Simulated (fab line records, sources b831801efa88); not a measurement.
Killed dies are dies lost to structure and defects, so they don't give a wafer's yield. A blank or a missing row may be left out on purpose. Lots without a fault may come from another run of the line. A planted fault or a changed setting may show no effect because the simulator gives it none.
A struck lot beside a sound one | flow sky130 | 15 steps out of a route of 708
Sound: wafers L707.1, L707.3, L707.5. Struck: wafers L706.2, L706.3, L706.6. The cause comes at the end.
At each step with rows: each side's tool, then ch and its chambers, then its first start. Under that, the readings that differ: sound wafers | struck wafers | difference of the means | sigmas: that difference in standard deviations of wafers without a fault.
alike: readings whose means differ by less than 2 such deviations, and words and numbers that are the same on both sides. not compared: withheld readings, readings that some wafer has no value for, bounds like >300 that may hide the same value, and numbers for which the record gives no deviation and whose values overlap.
The two part at a step that has a row with sigmas, a row that says differs or no value, or rows on one side only. Numbers that don't overlap but have no deviation are shown without sigmas and don't part them. A reading that every wafer of one side lacks parts them only if that side has two wafers or more.

first, 1 step without rows for these wafers: SKY_VT_ADJUST_LVTN_IMPLANT_19.
SKY_VT_ADJUST_LVTN_STRIP_20: strips in O2/N2.
  sound on plasma_asher-01 ch 0,1, day 11 18:41; struck on plasma_asher-04 ch 0, day 11 11:47
  alike: drypump_motor_current_A, oes_product_au, strip_time_to_endpoint_s
  not compared: rf_hours_counter_h
SKY_VT_ADJUST_LVTN_TW_MEAS_21:
  sound on film_metro-02, day 11 18:47; struck on film_metro-02, day 11 11:53
  alike: VT_ADJUST_LVTN_2_TW
then, 7 steps without rows for these wafers: SKY_VT_ADJUST_NCORE_DEHYDRATE_00 (time 60 s); SKY_VT_ADJUST_NCORE_HMDS_01 (prime time 60 s); SKY_VT_ADJUST_NCORE_COAT_02 (resist thk 1140 nm); SKY_VT_ADJUST_NCORE_SOFTBAKE_03 (time 60 s); SKY_VT_ADJUST_NCORE_EXPOSE_04 (exposes mask LVTN COMPLEMENT THIN, target cd 380 nm); SKY_VT_ADJUST_NCORE_PEB_05; SKY_VT_ADJUST_NCORE_DEVELOP_06 (develop time 60 s).
SKY_VT_ADJUST_NCORE_CD_MEAS_07: target cd 380 nm.
  sound on cd_sem-02, day 12 19:54; struck on cd_sem-01, day 12 12:42
  alike: cd_nm
SKY_VT_ADJUST_NCORE_OVL_MEAS_08:
  sound on overlay-01, day 12 20:01; struck on overlay-02, day 12 12:48
  alike: VT_ADJUST_NCORE_OVL
SKY_VT_ADJUST_NCORE_IMPLANT_09:
  sound on implanter-03 ch 0, day 12 20:03; struck on implanter-01 ch 0, day 12 12:53
  reading       | sound                            | struck                           | difference  | sigmas
  dose_ions_cm2 | 2.3981e+12 2.4007e+12 2.4002e+12 | 2.3149e+12 2.3073e+12 2.3082e+12 | -8.9533e+10 | -36
  alike: beam_on_s
SKY_VT_ADJUST_NCORE_STRIP_10: strips in O2/N2.
  sound on plasma_asher-04 ch 0,1, day 12 20:12; struck on plasma_asher-02 ch 0,1, day 12 13:01
  alike: drypump_motor_current_A, oes_product_au, strip_time_to_endpoint_s
  not compared: rf_hours_counter_h
-- the record jumps here: 37 days lie between the struck wafers' starts before and after (it left off in module VT_ADJUST_NCORE and takes up again in module PAD_OPEN, whose first step shown is number 708 of the route) --
SKY_PAD_OPEN_PROBE_99:
  sound on prober-02, day 49 09:49; struck on prober-01, day 49 07:55
  reading                                  | sound                   | struck                  | difference | sigmas
  model.etest.pfet_g5v0d10v5.vt_sat_v (V)  | -0.622 -0.6245 -0.628   | -0.6871 -0.6861 -0.6692 | -0.0560    |
  model.etest.pfet_16v.vt_v (V)            | -1.086 -1.096 -1.096    | -1.143 -1.138 -1.141    | -0.048     |
  model.etest.pfet_g5v0d10v5.vt_v (V)      | -0.8097 -0.8166 -0.8136 | -0.8719 -0.8689 -0.8519 | -0.0509    |
  model.etest.pfet_g5v0d10v5.vt_long_v (V) | -0.9105 -0.9194 -0.9169 | -0.9648 -0.9709 -0.9622 | -0.0504    |
  model.etest.nfet_g5v0d10v5.vt_sat_v (V)  | 0.786 0.7892 0.7707     | 0.7685 0.7664 0.7613    | -0.0166    |
  alike: killed_at_M0_to_M3, killed_at_M4_up, killed_at_contacts, killed_at_front_end, killed_at_other, killed_dies, killed_open, killed_short

WHERE THEY PART
Only at SKY_VT_ADJUST_NCORE_IMPLANT_09, within this record. Later steps at which nothing parts them and some readings are alike: SKY_VT_ADJUST_NCORE_STRIP_10, SKY_PAD_OPEN_PROBE_99.

WHY: what the simulator had put in
Process parameter drift: implanter-01, from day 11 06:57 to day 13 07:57, at SKY_VT_ADJUST_NCORE_IMPLANT_09. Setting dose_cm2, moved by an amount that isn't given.
